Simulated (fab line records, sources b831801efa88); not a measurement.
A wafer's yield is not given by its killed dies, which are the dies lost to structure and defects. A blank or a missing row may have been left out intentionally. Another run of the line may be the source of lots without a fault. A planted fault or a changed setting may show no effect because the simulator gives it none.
Which tool is to blame? | flow gf180mcu | at 1 step of a route of 602, 6 lots with 18 wafers sampled

== WHAT THE GAUGES SHOWED, per wafer ==
GF_M4_CD_MEAS_14 targets a cd of 280 nm.
lot  | measured     | on       | cdNm (nm)
L328 | day 24 13:55 | cdSem-01 | 280.2 280.2 280.5
L329 | day 24 23:34 | cdSem-01 | 280.3 280.1 280.7
L333 | day 26 00:04 | cdSem-02 | 282.4 280.8 280.5
L336 | day 26 21:25 | cdSem-02 | 279.1 279.8 278.9
L341 | day 28 10:22 | cdSem-01 | 279.6 278.3 278.6
L348 | day 30 05:58 | cdSem-01 | 280.0 280.2 279.7

== TOOL THAT RAN EACH LOT (tool first, then ch and the chambers of the sampled wafers, then the start) ==
There is no process step in the record ahead of these readings.

== THE ANSWER, worked out from the rows above alone ==
Rule: usual is defined by the lots themselves. Put in order of their means at a reading, lots are off if they are a third of the lots or fewer, leave a main group of 4 or more, and stand apart from it by a gap of 3 or more times the standard deviation of the main group's means; of several such gaps the widest counts. Not used: any main group whose means are identical at the precision the tables above print for the reading. Also off: a lot with no number at a reading for which 4 or more lots have one. Where the step has rows for the other lots, those lots are counted as sound.
Nothing can be told from this: no lot is off at any reading shown.

== WHAT THE SIMULATOR HAD INSERTED ==
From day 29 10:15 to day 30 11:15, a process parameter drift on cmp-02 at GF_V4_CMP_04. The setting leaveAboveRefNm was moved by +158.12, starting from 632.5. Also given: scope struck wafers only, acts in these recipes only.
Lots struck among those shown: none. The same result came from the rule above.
